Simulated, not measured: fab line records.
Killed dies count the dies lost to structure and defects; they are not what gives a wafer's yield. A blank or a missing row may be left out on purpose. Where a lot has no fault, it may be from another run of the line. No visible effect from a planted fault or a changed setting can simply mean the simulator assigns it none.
fab line records | flow sky130
record: lots: 10 wafers: 30 last_day: 50
route steps=708 shown FIELD_ISO@1 GATE_OXIDE@200 LDD_N@247 LI_CONTACT@376
lots untouched by any fault: they come from a run of this same line in which no faults occurred
start_h: hours from the record's opening day to when the first of the lot's shown wafers began | wait_h: hours since the lot's step before | " identical to the entry in the row above | L1.1+2: several wafers, shown together as one row | - no value present, or no start provided | * or withheld: withheld | < > ~ a bound
route shown NAME@n: a module of which the file shows steps, and the number in the route of the first | usual: mean and standard deviation over wafers with no fault | same: alike in all rows | chamber/n: place in a boat | sites: each site's reading | _std_site: the values' standard deviation | _edge_site: mean of outer sites minus mean of inner sites | radius_mm: for every site, how far away it sits from the centre of the wafer | mask NAME#n: copy n | behind: tool/chamber where the wafer was last shaped | hold: the reason the lot was held/the length of the hold in hours/how it ended | device: which transistor (n, p or np) failed to switch | end of line: tests run on the same wafers once the route is complete | step lacking rows: just its recipe | killed: the dies lost at the first sort to structure and to defects; this is not the yield of the wafer | map: shows each die of a wafer: x if killed, . if not, _ if none is there
set.NAME: the setting as run; set.NAME@STEP: as run at that earlier step | model.NAME: the simulator's own value behind a step, which no gauge read
route steps across a sampled set of lots; one table per step, one row per wafer
services: the hour from which a tool's chamber was out of use, counted from the record's first day as start_h (under 0 if before that day), plus the number of hours and why
== steps ==
step: SKY_FIELD_ISO_BOW_MEAS_00
recipe: mode: bow
usual: INCOMING_BOW: 1/6
columns lot.wafer tool chamber start_h wait_h INCOMING_BOW[um]
L246.3 film_metro-01 - 15.04 - 5
L246.5 " - " " 2
L246.6 " - " " 5
L249.3 film_metro-02 - 30.04 - 4
L249.5 " - " " 4
L249.6 " - " " 1
L255.2 film_metro-01 - 60.02 - -6
L255.5 " - " " -11
L255.6 " - " " 17
L256.3 film_metro-02 - 65.04 - 3
L256.4 " - " " -2
L256.5 " - " " -2
L257.2 film_metro-01 - 70.02 - -1
L257.4 " - " " -5
L257.6 " - " " -3
L258.1 film_metro-02 - 75.00 - 1
L258.2 " - " " 2
L258.3 " - " " 4
L262.2 film_metro-03 - 95.02 - 8
L262.4 " - " " 7
L262.5 " - " " 0
L266.2 film_metro-01 - 115.02 - 1
L266.3 " - " " -8
L266.5 " - " " -6
L267.1 film_metro-02 - 120.00 - 6
L267.3 " - " " -5
L267.4 " - " " 7
L268.1 film_metro-03 - 125.00 - 2
L268.2 " - " " -7
L268.5 " - " " 10
step: SKY_GATE_OXIDE_STRIP_13
recipe: chemistry: O2/N2 power_w: 1400 pressure_mtorr: 1500 platen_temp_c: withheld o2_flow_sccm: 3000 n2_flow_sccm: 300 overash_fraction: 0.5
usual: chamber_pressure_mTorr: 1499.9/1.3 drypump_motor_current_A: 5.5/0.4 oes_product_au: 0.716/0.0045 strip_time_to_endpoint_s: 14.16/0.049
columns lot.wafer tool chamber start_h wait_h chamber_pressure_mTorr drypump_motor_current_A oes_product_au rf_hours_counter_h strip_time_to_endpoint_s
L246.3 plasma_asher-04 0 309.95 0.0 1501.1 5.9 0.714 - 14.07
L246.5 " 1 " " 1499.9 5.0 0.714 - 14.10
L246.6 " 0 " " 1499.0 5.9 0.713 - 14.12
L249.3 plasma_asher-01 1 343.63 0.0 1503.0 5.1 0.720 - 14.21
L249.5 " 1 " " 1498.6 5.1 0.710 - 14.18
L249.6 " 0 " " 1499.2 5.9 0.718 - 14.16
L256.3 plasma_asher-01 0 398.96 0.0 1500.8 5.9 0.723 - 14.14
L256.4 " 1 " " 1498.9 5.1 0.713 - 14.20
L256.5 " 1 " " 1497.2 5.1 0.712 - 14.12
L255.2 plasma_asher-02 1 402.38 0.0 1500.6 5.9 0.712 28 14.13
L255.5 " 1 " " 1498.2 5.9 0.719 - 14.18
L255.6 " 0 " " 1500.7 5.3 0.712 - 14.11
L257.2 plasma_asher-02 0 422.99 0.0 1500.6 5.3 0.718 30 14.11
L257.4 " 0 " " 1502.4 5.3 0.721 - 14.13
L257.6 " 0 " " 1499.6 5.3 0.719 - 14.11
L258.1 plasma_asher-04 0 441.74 0.0 1501.2 5.9 0.716 1 14.20
L258.2 " 1 " " 1499.2 5.0 0.705 1 14.24
L258.3 " 1 " " 1498.9 5.1 0.724 - 14.23
L262.2 plasma_asher-02 1 462.16 0.0 1498.8 5.9 0.716 34 14.27
L262.4 " 0 " " 1501.1 5.3 0.720 - 14.25
L262.5 " 1 " " 1501.0 5.9 0.721 - 14.23
L267.1 plasma_asher-04 1 502.23 0.0 1501.2 5.0 0.717 7 14.07
L267.3 " 1 " " 1500.1 5.0 0.717 - 14.05
L267.4 " 0 " " 1499.3 5.9 0.712 - 14.07
L266.2 plasma_asher-02 0 502.94 0.0 1499.2 5.3 0.724 38 14.16
L266.3 " 1 " " 1500.5 5.9 0.707 - 14.13
L266.5 " 1 " " 1499.2 5.9 0.722 - 14.14
L268.1 plasma_asher-04 0 522.07 0.0 1500.3 5.9 0.720 9 14.21
L268.2 " 1 " " 1499.9 5.0 0.716 9 14.21
L268.5 " 0 " " 1497.7 6.0 0.723 - 14.19
step: SKY_LDD_N_IMPLANT_10
recipe: species: As energy_kev: 20 dose_cm2: 7.5e+13 tilt_deg: withheld rotation_deg: 203
usual: beam_on_s: 9.98/0.18 dose_ions_cm2: 7.502e+13/8e+10 end_station_pressure_torr: 5.3e-06/3.1e-07 faraday_current_uA: 424/7.6
columns lot.wafer tool chamber start_h wait_h beam_on_s dose_ions_cm2 end_station_pressure_torr faraday_current_uA
L246.3 implanter-04 0 404.23 0.1 10.04 7.512e+13 5.5e-06 418
L246.5 " 0 " " 10.01 7.497e+13 5.2e-06 425
L246.6 " 0 " " 10.01 7.502e+13 5.5e-06 422
L249.3 implanter-04 0 436.23 0.1 9.86 7.503e+13 5.1e-06 426
L249.5 " 0 " " 10.11 7.491e+13 4.9e-06 418
L249.6 " 0 " " 10.26 7.501e+13 5.8e-06 412
L255.2 implanter-04 0 500.93 0.1 9.99 7.503e+13 5.2e-06 424
L255.5 " 0 " " 10.04 7.504e+13 5.2e-06 422
L255.6 " 0 " " 9.78 7.497e+13 5.2e-06 432
L256.3 implanter-02 0 501.83 0.1 9.82 7.51e+13 5.9e-06 431
L256.4 " 0 " " 10.00 7.498e+13 5.3e-06 423
L256.5 " 0 " " 10.07 7.515e+13 5.5e-06 419
L257.2 implanter-02 0 523.25 0.1 9.95 7.513e+13 5.3e-06 426
L257.4 " 0 " " 9.95 7.502e+13 5.4e-06 423
L257.6 " 0 " " 10.03 7.515e+13 4.8e-06 420
L258.1 implanter-04 0 540.68 0.1 10.10 7.504e+13 6e-06 421
L258.2 " 0 " " 10.08 7.504e+13 4.9e-06 422
L258.3 " 0 " " 10.12 7.499e+13 5.1e-06 415
L262.2 implanter-02 0 560.80 0.1 9.74 7.505e+13 5.4e-06 433
L262.4 " 0 " " 10.29 7.5e+13 5.3e-06 412
L262.5 " 0 " " 10.08 7.51e+13 5.3e-06 419
L267.1 implanter-04 0 597.87 0.1 38.13 3.623e+14 4.8e-06 535
L267.3 " 0 " " 36.61 3.625e+14 5.3e-06 556
L267.4 " 0 " " 37.43 3.6254e+14 5.4e-06 550
L266.2 implanter-04 0 601.98 0.1 38.61 3.6237e+14 4.3e-06 531
L266.3 " 0 " " 38.26 3.624e+14 5.8e-06 535
L266.5 " 0 " " 38.16 3.624e+14 5.2e-06 535
L268.1 implanter-04 0 617.13 0.1 37.41 3.6251e+14 4.7e-06 547
L268.2 " 0 " " 38.47 3.6245e+14 5.3e-06 532
L268.5 " 0 " " 38.10 3.6258e+14 5.1e-06 532
step: SKY_LDD_N_STRIP_16
recipe: chemistry: O2/N2 power_w: 1400 pressure_mtorr: 1500 platen_temp_c: withheld o2_flow_sccm: 3000 n2_flow_sccm: 300 overash_fraction: 0.5
usual: chamber_pressure_mTorr: 1499.8/1.3 drypump_motor_current_A: 5.7/0.36 oes_product_au: 0.407/0.0047 strip_time_to_endpoint_s: 4.318/0.015
columns lot.wafer tool chamber start_h wait_h chamber_pressure_mTorr drypump_motor_current_A oes_product_au rf_hours_counter_h strip_time_to_endpoint_s
L246.3 plasma_asher-02 1 405.11 0.1 1499.3 5.9 0.404 - 4.287
L246.5 " 0 " " 1499.7 5.3 0.398 - 4.300
L246.6 " 1 " " 1498.8 5.9 0.404 - 4.314
L249.3 plasma_asher-02 1 437.11 0.1 1499.9 5.9 0.409 - 4.314
L249.5 " 1 " " 1500.3 5.9 0.417 - 4.330
L249.6 " 0 " " 1497.8 5.3 0.403 - 4.337
L255.2 plasma_asher-03 1 501.81 0.1 1499.1 5.7 0.402 84 4.296
L255.5 " 0 " " 1497.1 6.2 0.404 - 4.306
L255.6 " 1 " " 1498.2 5.7 0.408 - 4.293
L256.3 plasma_asher-03 1 502.71 0.1 1500.1 5.7 0.416 - 4.309
L256.4 " 0 " " 1497.2 6.1 0.415 - 4.316
L256.5 " 1 " " 1500.7 5.7 0.407 - 4.303
L257.2 plasma_asher-03 1 524.13 0.1 1501.7 5.7 0.402 86 4.317
L257.4 " 1 " " 1498.5 5.7 0.405 - 4.313
L257.6 " 1 " " 1499.7 5.7 0.409 - 4.305
L258.1 plasma_asher-02 0 541.58 0.1 1499.1 5.3 0.407 42 4.347
L258.2 " 1 " " 1500.1 5.9 0.406 42 4.338
L258.3 " 1 " " 1498.2 5.9 0.407 - 4.318
L262.2 plasma_asher-01 0 561.68 0.1 1498.2 5.9 0.412 77 4.296
L262.4 " 1 " " 1502.1 5.1 0.408 - 4.307
L262.5 " 1 " " 1497.2 5.1 0.403 - 4.302
L267.1 plasma_asher-02 0 598.77 0.1 1500.4 5.3 0.414 48 5.048
L267.3 " 0 " " 1502.2 5.3 0.406 - 5.038
L267.4 " 1 " " 1498.8 5.9 0.410 - 5.049
L266.2 plasma_asher-03 0 602.86 0.1 1499.9 6.2 0.404 93 5.013
L266.3 " 1 " " 1500.8 5.7 0.409 - 5.030
L266.5 " 1 " " 1500.1 5.7 0.402 - 5.030
L268.1 plasma_asher-02 1 618.03 0.1 1502.4 5.9 0.409 50 5.040
L268.2 " 0 " " 1499.6 5.3 0.407 50 5.013
L268.5 " 1 " " 1499.8 5.9 0.402 - 5.047
step: SKY_LDD_N_TW_MEAS_17
usual: LDD_N_TW: 2582/49
columns lot.wafer tool chamber start_h wait_h LDD_N_TW
L246.3 film_metro-02 - 405.20 0.1 2603
L246.5 " - " " 2614
L246.6 " - " " 2604
L249.3 film_metro-03 - 437.20 0.1 2630
L249.5 " - " " 2619
L249.6 " - " " 2623
L255.2 film_metro-03 - 501.92 0.1 2631
L255.5 " - " " 2637
L255.6 " - " " 2624
L256.3 film_metro-03 - 502.80 0.1 2614
L256.4 " - " " 2629
L256.5 " - " " 2639
L257.2 film_metro-01 - 524.24 0.1 2491
L257.4 " - " " 2501
L257.6 " - " " 2508
L258.1 film_metro-02 - 541.67 0.1 2601
L258.2 " - " " 2599
L258.3 " - " " 2605
L262.2 film_metro-01 - 561.79 0.1 2505
L262.4 " - " " 2499
L262.5 " - " " 2506
L267.1 film_metro-01 - 598.87 0.1 2779
L267.3 " - " " 2769
L267.4 " - " " 2781
L266.2 film_metro-03 - 602.97 0.1 2920
L266.3 " - " " 2922
L266.5 " - " " 2905
L268.1 film_metro-02 - 618.13 0.1 2855
L268.2 " - " " 2849
L268.5 " - " " 2862
step: SKY_LI_CONTACT_ETCH_14
recipe: chemistry: N2/H2 target: BARC ion_energy_ev: 200 source_w: 500 bias_w: 100 pressure_mtorr: 30 n2_flow_sccm: 100 h2_flow_sccm: 200 stop_on: SiO2 time_s: 45.9 target_depth_a: 600
usual: chamber_pressure_mTorr: 29.997/0.026 drypump_motor_current_A: 5.7/0.39 oes_product_au: 0.854/0.0043 throttle_valve_pct: 13.227/0.0094
same: time_s: 45.9
columns lot.wafer tool chamber start_h wait_h chamber_pressure_mTorr drypump_motor_current_A oes_product_au rf_hours_counter_h throttle_valve_pct
L246.3 rie_diel-03 2 677.63 0.0 29.972 5.6 0.850 19 13.233
L246.5 " 1 " " 30.007 5.4 0.848 - 13.231
L246.6 " 2 " " 29.997 5.6 0.855 - 13.223
L249.3 rie_diel-04 3 708.15 0.0 29.984 5.4 0.855 1 13.231
L249.5 " 2 " " 30.009 5.4 0.858 - 13.243
L249.6 " 1 " " 29.952 5.4 0.857 - 13.236
L255.2 rie_diel-02 0 764.59 0.0 30.035 6.3 0.857 4 13.224
L255.5 " 0 " " 30.034 6.3 0.858 - 13.237
L255.6 " 3 " " 29.995 6.3 0.852 - 13.237
L256.3 rie_diel-03 1 766.18 0.0 30.011 5.4 0.857 21 13.232
L256.4 " 2 " " 29.973 5.6 0.855 20 13.232
L256.5 " 1 " " 29.970 5.4 0.860 - 13.228
L257.2 rie_diel-02 2 782.63 0.0 29.978 5.9 0.852 13 13.215
L257.4 " 1 " " 29.995 6.2 0.851 9 13.247
L257.6 " 2 " " 29.994 5.9 0.858 - 13.225
L258.1 rie_diel-04 0 798.59 0.0 29.993 5.5 0.856 13 13.219
L258.2 " 2 " " 29.961 5.5 0.854 4 13.235
L258.3 " 3 " " 29.964 5.4 0.853 3 13.220
L262.2 rie_diel-04 3 818.95 0.0 30.015 5.3 0.849 3 13.224
L262.4 " 2 " " 29.997 5.5 0.853 - 13.235
L262.5 " 3 " " 29.947 5.3 0.856 - 13.233
L266.2 rie_diel-04 2 853.40 0.0 30.004 5.4 0.852 5 13.226
L266.3 " 3 " " 30.029 5.4 0.855 4 13.217
L266.5 " 0 " " 29.974 5.4 0.852 - 13.222
L267.1 rie_diel-04 0 855.53 0.0 30.061 5.5 0.860 14 13.236
L267.3 " 1 " " 30.043 5.4 0.855 8 13.225
L267.4 " 3 " " 29.939 5.3 0.851 4 13.219
L268.1 rie_diel-04 2 871.20 0.0 30.004 5.4 0.847 5 13.223
L268.2 " 3 " " 29.971 5.4 0.853 5 13.214
L268.5 " 1 " " 29.988 5.4 0.851 - 13.222
== services ==
columns tool chamber start_h hours kind
rie_diel-04 3 311.71 25.1 repair
plasma_asher-03 - 311.88 2.7 repair
implanter-04 - 316.11 2.0 repair
plasma_asher-02 - 324.62 2.8 pm
plasma_asher-04 - 326.28 12.6 repair
implanter-04 - 341.59 4.4 pm
rie_diel-04 3 379.26 5.6 repair
plasma_asher-03 - 396.56 2.8 pm
implanter-04 - 472.39 4.4 repair
rie_diel-04 3 504.98 2.6 repair
rie_diel-04 - 507.72 14.6 pm
plasma_asher-02 - 533.13 1.2 repair
plasma_asher-02 - 614.61 1.3 repair
rie_diel-04 3 636.51 15.5 repair
implanter-04 - 666.08 3.0 pm
rie_diel-04 2 668.38 1.2 repair
implanter-04 - 670.59 2.0 repair
rie_diel-04 0 673.86 2.6 repair
implanter-04 - 679.22 66.8 pm
plasma_asher-02 - 683.36 1.3 repair
rie_diel-04 0 725.30 13.0 repair
implanter-04 - 768.39 61.9 repair
rie_diel-04 0 812.70 7.5 repair
rie_diel-04 2 844.01 2.8 repair
== key ==
first_sign: step: SKY_LDD_N_IMPLANT_10 reading: dose_ions_cm2 direction: up sigmas: 99+ usual: * struck: *
effect: step: SKY_LDD_N_IMPLANT_10 reading: beam_on_s direction: up sigmas: 99+ usual: 9.98 struck: 37.91
effect: step: SKY_LDD_N_STRIP_16 reading: strip_time_to_endpoint_s direction: up sigmas: 49 usual: * struck: *
effect: step: SKY_LDD_N_TW_MEAS_17 reading: LDD_N_TW direction: up sigmas: 5.4 usual: 2582 struck: 2849
met_at SKY_LDD_N_IMPLANT_10
struck_lots L266,L267,L268
tester_left_out L266,L267,L268
not_acting_at SKY_FIELD_ISO_BOW_MEAS_00,SKY_GATE_OXIDE_STRIP_13,SKY_LI_CONTACT_ETCH_14
onset_between 540.68 597.87
fault: kind: process_parameter_drift tool: implanter-04 chamber: - onset_h: 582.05 steps: SKY_LDD_N_IMPLANT_10 channel: dose_cm2 offset: * shape: step end_h: 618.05 acts_in: * stated: *
tester_left_out: of these lots the tester's yield and bins aren't shown, on N5 and GAA mostly nor the transistor test; their killed dies are dies lost to structure and defects alone, not to doping, threshold or leakage, so they don't give the yield
